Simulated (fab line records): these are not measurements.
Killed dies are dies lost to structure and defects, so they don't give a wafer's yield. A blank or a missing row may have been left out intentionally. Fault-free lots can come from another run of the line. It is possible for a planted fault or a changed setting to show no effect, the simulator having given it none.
fab line records	flow gf180mcu
[record] lots = 7	wafers = 21	lastDay = 30
route steps=602 shown NSD@245 PSD@248 SAB@264
lots untouched by any fault: they come from a run of this same line in which no faults occurred
startH: hours from the record's first day to the start of the lot's first wafer shown	waitH: time in hours since the lot's previous step	" repeats the value in the row above	L1.1+2: a single row standing in for several wafers	- either no value or no given start	* or withheld: withheld	< > ~ a bound
route shown NAME@n: a module of which the file shows steps, and the number in the route of the first	usual: average and standard deviation across the fault-free wafers	same: alike in all rows	chamber/n: place in a boat	sites: the reading at each site	_std_site: the standard deviation of these	_edge_site: inner sites' mean taken away from outer sites' mean	radiusMm: for every site, how far away it sits from the centre of the wafer	mask NAME#n: copy n	behind: tool/chamber where the wafer was last shaped	hold: the reason the lot was held/the length of the hold in hours/how it ended	device: transistor that didn't switch, given as n, p or np	end of line: tests of these same wafers at the route's end	a step without rows: its recipe alone	killed: at the first sort, the dies lost to defects and structure; wafer yield is something else	map: shows each die of a wafer: x if killed, . if not, _ if none is there
set.NAME: setting as actually run; set.NAME@STEP: the setting as run at that earlier step	model.NAME: the simulator's own value behind a step, which no gauge read
certain route steps with their lots: each step a table, each wafer a row
services: when a tool's chamber went out of use (startH, in hours from the record's first day, below 0 if earlier), for how many hours, and the reason
[[steps]]
[step GF_NSD_IMPLANT_10]
[recipe] species = P	energyKev = 40	doseCm2 = 5e+14	tiltDeg = 7
[step GF_NSD_STRIP_11]
[recipe] chemistry = O2/N2	powerW = 1400	pressureMtorr = 1500	platenTempC = 250	o2FlowSccm = 3000	n2FlowSccm = 300	overashFraction = 0.5
[usual] drypumpMotorCurrentA = 5.8/0.68	heaterPowerW = 342/32	n2FlowSccm = 300.0/0.96	oesProductAu = 0.488/0.0046	stripTimeToEndpointS = 22.82/0.046
lot.wafer	tool	chamber	startH	waitH	drypumpMotorCurrentA	heaterPowerW	n2FlowSccm	oesProductAu	rfHoursCounterH	stripTimeToEndpointS
L265.2	plasmaAsher-03	0	299.76	0.1	5.2	282	299.5	0.487	67	22.74
L265.3	"	1	"	"	4.6	361	298.9	0.489	-	22.72
L265.4	"	0	"	"	5.2	279	299.4	0.490	-	22.75
L266.2	plasmaAsher-04	1	304.78	0.1	6.1	394	301.3	0.490	65	22.84
L266.4	"	1	"	"	6.1	387	299.3	0.489	-	22.82
L266.6	"	1	"	"	6.1	396	299.7	0.487	-	22.82
L267.3	plasmaAsher-02	0	311.65	0.1	6.7	324	298.5	0.482	-	22.82
L267.4	"	1	"	"	5.5	336	301.3	0.488	-	22.84
L267.5	"	1	"	"	5.5	338	301.6	0.481	-	22.79
L268.3	plasmaAsher-02	0	323.61	0.1	6.7	320	299.5	0.487	-	22.82
L268.5	"	0	"	"	6.7	322	299.8	0.485	-	22.82
L268.6	"	1	"	"	5.5	348	300.4	0.484	-	22.81
L269.1	plasmaAsher-02	1	329.61	0.1	5.5	349	301.0	0.487	23	22.77
L269.3	"	0	"	"	6.8	327	298.0	0.486	-	22.76
L269.4	"	1	"	"	5.5	344	300.3	0.483	-	22.83
L270.2	plasmaAsher-03	1	337.61	0.1	4.6	358	299.2	0.491	71	22.84
L270.3	"	0	"	"	5.2	283	300.5	0.484	-	22.80
L270.5	"	1	"	"	4.6	356	299.1	0.489	-	22.86
L271.1	plasmaAsher-02	1	342.96	0.1	5.4	342	300.3	0.490	25	22.83
L271.3	"	1	"	"	5.5	335	299.4	0.490	-	22.81
L271.4	"	0	"	"	6.7	321	301.1	0.480	-	22.83
[step GF_NSD_TW_MEAS_12]
[usual] NSD_TW = 4242/38
lot.wafer	tool	chamber	startH	waitH	NSD_TW
L265.2	filmMetro-02	-	299.87	0.1	4269
L265.3	"	-	"	"	4282
L265.4	"	-	"	"	4285
L266.2	filmMetro-03	-	304.89	0.1	4199
L266.4	"	-	"	"	4193
L266.6	"	-	"	"	4177
L267.3	filmMetro-03	-	311.73	0.1	4175
L267.4	"	-	"	"	4222
L267.5	"	-	"	"	4199
L268.3	filmMetro-04	-	323.70	0.1	4312
L268.5	"	-	"	"	4317
L268.6	"	-	"	"	4303
L269.1	filmMetro-04	-	329.71	0.1	4314
L269.3	"	-	"	"	4325
L269.4	"	-	"	"	4296
L270.2	filmMetro-04	-	337.72	0.1	4268
L270.3	"	-	"	"	4237
L270.5	"	-	"	"	4255
L271.1	filmMetro-02	-	343.06	0.1	4274
L271.3	"	-	"	"	4241
L271.4	"	-	"	"	4266
[step GF_PSD_DEHYDRATE_00]
[recipe] tempC = 200	timeS = 60
[step GF_PSD_HMDS_01]
[recipe] primeTimeS = 60	primeTempC = 120
[step GF_PSD_COAT_02]
[recipe] resist = NOVOLAK	spinRpm = 3000	resistThkNm = 1000
[step GF_PSD_SOFTBAKE_03]
[recipe] tempC = 90	timeS = 60	resist = NOVOLAK
[step GF_PSD_EXPOSE_04]
[recipe] maskId = Pplus	targetCdNm = 400	na = 0.6	sourceShape = conventional	sigmaOuter = 0.6	doseMj = 140
[step GF_PSD_PEB_05]
[recipe] tempC = withheld	timeS = *	resist = NOVOLAK
[step GF_PSD_DEVELOP_06]
[recipe] developTimeS = 60	devTempC = 23
[step GF_PSD_CD_MEAS_07]
[recipe] targetCdNm = 400
[usual] cdNm = 400.0/1.8
lot.wafer	tool	chamber	startH	waitH	cdNm
L265.2	cdSem-02	-	320.34	0.1	400.1
L265.3	"	-	"	"	397.3
L265.4	"	-	"	"	397.9
L266.2	cdSem-02	-	324.96	0.1	403.8
L266.4	"	-	"	"	403.1
L266.6	"	-	"	"	401.6
L267.3	cdSem-02	-	331.83	0.1	399.3
L267.4	"	-	"	"	399.6
L267.5	"	-	"	"	400.2
L268.3	cdSem-01	-	344.66	0.1	400.8
L268.5	"	-	"	"	400.9
L268.6	"	-	"	"	401.4
L269.1	cdSem-02	-	350.09	0.1	398.3
L269.3	"	-	"	"	401.2
L269.4	"	-	"	"	398.9
L270.2	cdSem-01	-	358.89	0.1	399.8
L270.3	"	-	"	"	400.6
L270.5	"	-	"	"	400.2
L271.1	cdSem-02	-	364.92	0.1	402.6
L271.3	"	-	"	"	402.2
L271.4	"	-	"	"	402.3
[step GF_PSD_OVL_MEAS_08]
[usual] PSD_OVL = 0.4/1.3
lot.wafer	tool	chamber	startH	waitH	PSD_OVL[nm]
L265.2	overlay-01	-	320.45	0.1	0.6
L265.3	"	-	"	"	2.4
L265.4	"	-	"	"	1.1
L266.2	overlay-01	-	325.07	0.1	-0.7
L266.4	"	-	"	"	0.5
L266.6	"	-	"	"	0.2
L267.3	overlay-02	-	331.92	0.1	1.6
L267.4	"	-	"	"	0.5
L267.5	"	-	"	"	0.9
L268.3	overlay-01	-	344.75	0.1	1.5
L268.5	"	-	"	"	0.6
L268.6	"	-	"	"	1.6
L269.1	overlay-01	-	350.21	0.1	-1.0
L269.3	"	-	"	"	1.2
L269.4	"	-	"	"	0.6
L270.2	overlay-02	-	359.00	0.1	1.4
L270.3	"	-	"	"	0.6
L270.5	"	-	"	"	1.4
L271.1	overlay-01	-	365.04	0.1	-0.3
L271.3	"	-	"	"	-1.6
L271.4	"	-	"	"	-1.0
[step GF_PSD_IMPLANT_09]
[recipe] species = BF2	energyKev = 40	doseCm2 = 1.5e+15	tiltDeg = 7
[usual] doseIonsCm2 = 1.4995e+15/1.6e+12	implantIonAmu = 49/0
lot.wafer	tool	chamber	startH	waitH	doseIonsCm2	implantIonAmu	model.implant.drpNm	model.implant.rpNm
L265.2	implanter-04	0	320.50	0.0	1.4994e+15	49	15.87	30.12
L265.3	"	0	"	"	1.4959e+15	49	15.87	30.12
L265.4	"	0	"	"	1.4984e+15	49	15.87	30.12
L266.2	implanter-02	0	325.12	0.0	1.496e+15	49	15.87	29.33
L266.4	"	0	"	"	1.4987e+15	49	15.87	29.33
L266.6	"	0	"	"	1.4951e+15	49	15.87	29.33
L267.3	implanter-04	0	332.00	0.1	1.4987e+15	49	15.87	29.56
L267.4	"	0	"	"	1.4993e+15	49	15.87	29.56
L267.5	"	0	"	"	1.5008e+15	49	15.87	29.56
L268.3	implanter-02	0	344.83	0.1	1.5005e+15	49	15.87	30.89
L268.5	"	0	"	"	1.4994e+15	49	15.87	30.89
L268.6	"	0	"	"	1.5005e+15	49	15.87	30.89
L269.1	implanter-04	0	350.25	0.0	1.4984e+15	75	11.92	26.57
L269.3	"	0	"	"	1.4964e+15	75	11.92	26.57
L269.4	"	0	"	"	1.5007e+15	75	11.92	26.57
L270.2	implanter-04	0	359.05	0.0	1.4976e+15	75	11.92	27.03
L270.3	"	0	"	"	1.5016e+15	75	11.92	27.03
L270.5	"	0	"	"	1.5004e+15	75	11.92	27.03
L271.1	implanter-04	0	365.08	0.0	1.4995e+15	75	11.92	26.56
L271.3	"	0	"	"	1.4982e+15	75	11.92	26.56
L271.4	"	0	"	"	1.497e+15	75	11.92	26.56
[step GF_PSD_STRIP_10]
[recipe] chemistry = O2/N2	powerW = 1400	pressureMtorr = 1500	platenTempC = 250	o2FlowSccm = 3000	n2FlowSccm = 300	overashFraction = 0.5
[usual] drypumpMotorCurrentA = 5.8/0.7	heaterPowerW = 335/47	n2FlowSccm = 299.9/0.81	oesProductAu = 0.593/0.0045	stripTimeToEndpointS = 16.53/0.04
lot.wafer	tool	chamber	startH	waitH	drypumpMotorCurrentA	heaterPowerW	n2FlowSccm	oesProductAu	rfHoursCounterH	stripTimeToEndpointS
L265.2	plasmaAsher-03	1	320.63	0.1	4.6	367	300.1	0.598	69	16.55
L265.3	"	1	"	"	4.6	363	299.3	0.595	-	16.53
L265.4	"	0	"	"	5.2	286	300.3	0.589	-	16.57
L266.2	plasmaAsher-01	0	325.25	0.1	6.2	378	300.9	0.594	49	16.45
L266.4	"	1	"	"	6.6	267	299.9	0.587	-	16.49
L266.6	"	1	"	"	6.6	267	298.7	0.589	-	16.45
L267.3	plasmaAsher-01	0	332.13	0.1	6.3	385	298.8	0.591	-	16.52
L267.4	"	1	"	"	6.6	262	299.4	0.585	-	16.47
L267.5	"	1	"	"	6.6	261	299.7	0.596	-	16.52
L268.3	plasmaAsher-03	0	344.96	0.1	5.2	281	299.9	0.595	-	16.53
L268.5	"	1	"	"	4.6	362	300.4	0.591	-	16.54
L268.6	"	0	"	"	5.2	279	300.0	0.598	-	16.54
L269.1	plasmaAsher-03	0	350.40	0.1	5.2	283	300.8	0.597	72	16.58
L269.3	"	0	"	"	5.2	286	300.4	0.591	-	16.63
L269.4	"	1	"	"	4.6	360	300.8	0.585	-	16.64
L270.2	plasmaAsher-04	1	359.18	0.1	6.1	399	299.3	0.588	71	16.64
L270.3	"	1	"	"	6.1	392	300.4	0.588	-	16.60
L270.5	"	1	"	"	6.1	393	300.8	0.591	-	16.63
L271.1	plasmaAsher-01	1	365.23	0.1	6.6	270	300.3	0.591	53	16.65
L271.3	"	0	"	"	6.2	391	300.4	0.598	-	16.63
L271.4	"	1	"	"	6.6	268	300.7	0.590	-	16.64
[step GF_PSD_TW_MEAS_11]
[usual] PSD_TW = 3194/28
lot.wafer	tool	chamber	startH	waitH	PSD_TW
L265.2	filmMetro-03	-	320.74	0.1	3144
L265.3	"	-	"	"	3164
L265.4	"	-	"	"	3151
L266.2	filmMetro-04	-	325.36	0.1	3242
L266.4	"	-	"	"	3235
L266.6	"	-	"	"	3236
L267.3	filmMetro-03	-	332.22	0.1	3160
L267.4	"	-	"	"	3153
L267.5	"	-	"	"	3161
L268.3	filmMetro-04	-	345.05	0.1	3203
L268.5	"	-	"	"	3206
L268.6	"	-	"	"	3221
L269.1	filmMetro-04	-	350.50	0.1	3699
L269.3	"	-	"	"	3709
L269.4	"	-	"	"	3701
L270.2	filmMetro-02	-	359.29	0.1	3696
L270.3	"	-	"	"	3687
L270.5	"	-	"	"	3718
L271.1	filmMetro-04	-	365.33	0.1	3712
L271.3	"	-	"	"	3703
L271.4	"	-	"	"	3698
[step GF_PSD_CLEAN_12]
[recipe] chemistry = SC1/SC2	mix = 1:4:20	tempC = 70	timeS = 150	dry = n2Spin
[step GF_PSD_RTA_13]
[recipe] tempC = 1025	timeS = 20	ambient = N2
[usual] lampPowerPct = 34.1/2	wafer_temp_C_max = 1028.3/0.86
lot.wafer	tool	chamber	startH	waitH	lampPowerPct	wafer_temp_C_max
L265.2	rtpAnneal-02	0	320.86	0.0	35.1	1029.0
L265.3	"	0	"	"	35.1	1029.5
L265.4	"	0	"	"	35.1	1027.5
L266.2	rtpAnneal-02	0	325.47	0.0	35.1	1028.5
L266.4	"	0	"	"	35.2	1027.5
L266.6	"	0	"	"	35.1	1027.9
L267.3	rtpAnneal-02	0	332.33	0.0	35.1	1027.7
L267.4	"	0	"	"	35.1	1027.9
L267.5	"	0	"	"	35.2	1028.1
L268.3	rtpAnneal-02	0	345.17	0.0	35.2	1028.2
L268.5	"	0	"	"	35.2	1027.5
L268.6	"	0	"	"	35.1	1027.7
L269.1	rtpAnneal-02	0	350.61	0.0	35.1	1028.3
L269.3	"	0	"	"	35.1	1027.1
L269.4	"	0	"	"	35.2	1028.3
L270.2	rtpAnneal-02	0	359.40	0.0	35.2	1027.8
L270.3	"	0	"	"	35.1	1029.4
L270.5	"	0	"	"	35.1	1028.5
L271.1	rtpAnneal-02	0	365.44	0.0	35.1	1028.7
L271.3	"	0	"	"	35.2	1028.2
L271.4	"	0	"	"	35.2	1027.9
[step GF_PSD_RS_MEAS_14]
[recipe] thkMeasGauge = four-point-probe
[usual] NSD_RS = 46.42/0.084
lot.wafer	tool	chamber	startH	waitH	NSD_RS[ohm/sq]
L265.2	filmMetro-03	-	320.95	0.1	46.38
L265.3	"	-	"	"	46.41
L265.4	"	-	"	"	46.37
L266.2	filmMetro-03	-	325.56	0.1	46.40
L266.4	"	-	"	"	46.46
L266.6	"	-	"	"	46.53
L267.3	filmMetro-04	-	332.43	0.1	46.39
L267.4	"	-	"	"	46.37
L267.5	"	-	"	"	46.59
L268.3	filmMetro-04	-	345.26	0.1	46.40
L268.5	"	-	"	"	46.41
L268.6	"	-	"	"	46.46
L269.1	filmMetro-03	-	350.69	0.1	46.49
L269.3	"	-	"	"	46.58
L269.4	"	-	"	"	46.30
L270.2	filmMetro-03	-	359.49	0.1	46.49
L270.3	"	-	"	"	46.40
L270.5	"	-	"	"	46.41
L271.1	filmMetro-03	-	365.52	0.1	46.39
L271.3	"	-	"	"	46.42
L271.4	"	-	"	"	46.50
[step GF_PSD_RS_MEAS_15]
[recipe] thkMeasGauge = four-point-probe
[usual] PSD_RS = 108.54/0.24
lot.wafer	tool	chamber	startH	waitH	PSD_RS[ohm/sq]
L265.2	filmMetro-03	-	321.07	0.1	108.48
L265.3	"	-	"	"	108.47
L265.4	"	-	"	"	108.60
L266.2	filmMetro-03	-	325.68	0.1	108.82
L266.4	"	-	"	"	108.64
L266.6	"	-	"	"	108.75
L267.3	filmMetro-04	-	332.55	0.1	108.55
L267.4	"	-	"	"	108.29
L267.5	"	-	"	"	108.70
L268.3	filmMetro-04	-	345.38	0.1	108.48
L268.5	"	-	"	"	108.40
L268.6	"	-	"	"	108.63
L269.1	filmMetro-03	-	350.81	0.1	52.25
L269.3	"	-	"	"	52.20
L269.4	"	-	"	"	52.17
L270.2	filmMetro-03	-	359.61	0.1	52.02
L270.3	"	-	"	"	52.09
L270.5	"	-	"	"	52.02
L271.1	filmMetro-03	-	365.64	0.1	52.09
L271.3	"	-	"	"	52.08
L271.4	"	-	"	"	52.18
[step GF_SAB_CVD_00]
[recipe] material = SiO2	targetThkNm = 50	precursor = TEOS	tempC = 400	timeS = 4.9302	rfW = 600
[usual] heaterPowerW = 683/94
lot.wafer	tool	chamber	startH	waitH	heaterPowerW
L265.2	pecvd-03	0	321.17	0.1	730
L265.3	"	0	"	"	744
L265.4	"	1	"	"	760
L266.2	pecvd-03	0	325.78	0.1	803
L266.4	"	0	"	"	821
L266.6	"	1	"	"	735
L267.3	pecvd-04	0	332.63	0.1	584
L267.4	"	1	"	"	560
L267.5	"	0	"	"	594
L268.3	pecvd-02	2	345.46	0.1	840
L268.5	"	2	"	"	826
L268.6	"	0	"	"	678
L269.1	pecvd-04	2	350.93	0.1	709
L269.3	"	1	"	"	531
L269.4	"	1	"	"	518
L270.2	pecvd-03	0	359.71	0.1	778
L270.3	"	1	"	"	690
L270.5	"	2	"	"	715
L271.1	pecvd-02	1	365.76	0.1	642
L271.3	"	0	"	"	574
L271.4	"	2	"	"	938
[[services]]
tool	chamber	startH	hours	kind
pecvd-04	-	293.45	1.5	repair
pecvd-03	2	317.11	4.5	repair
pecvd-04	-	328.74	2.9	repair
implanter-04	-	333.10	6.6	repair
plasmaAsher-01	-	338.78	1.8	repair
[[key]]
[firstSign] step = GF_PSD_IMPLANT_09	reading = implantIonAmu	direction = up	sigmas = 99+	usual = 49	struck = 75
[effect] step = GF_PSD_TW_MEAS_11	reading = PSD_TW	direction = up	sigmas = 18	usual = 3194	struck = 3703
[effect] step = GF_PSD_RS_MEAS_15	reading = PSD_RS	direction = down	sigmas = 99+	usual = 108.54	struck = 52.12
[modelEffect] step = GF_PSD_IMPLANT_09	value = implant.drpNm	without = 15.87	struck = 11.92
metAt GF_PSD_IMPLANT_09
struckWafers L269.1,L269.3,L269.4,L270.2,L270.3,L270.5,L271.1,L271.3,L271.4
rowsEnd L269.1,L269.3,L269.4,L271.1,L271.3,L271.4
sortLeftOut L270.2,L270.3,L270.5
testerLeftOut L270
onsetBetween 344.83 350.25
[fault] kind = wrongRecipeDownload	tool = implanter-02,implanter-03,implanter-04	chamber = -	onsetH = 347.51	steps = GF_PSD_IMPLANT_09	wrongRecipe.notListed = 1
// testerLeftOut: of these lots the tester's yield and bins aren't shown, on N5 and GAA mostly nor the transistor test; their killed dies are dies lost to structure and defects alone, not to doping, threshold or leakage, so they don't give the yield
// sortLeftOut: the simulated sort isn't trusted on such a fault, so these wafers' sort isn't shown, and their yield isn't known
// rowsEnd: these wafers met a further fault down the route, and their rows from its step on are left out
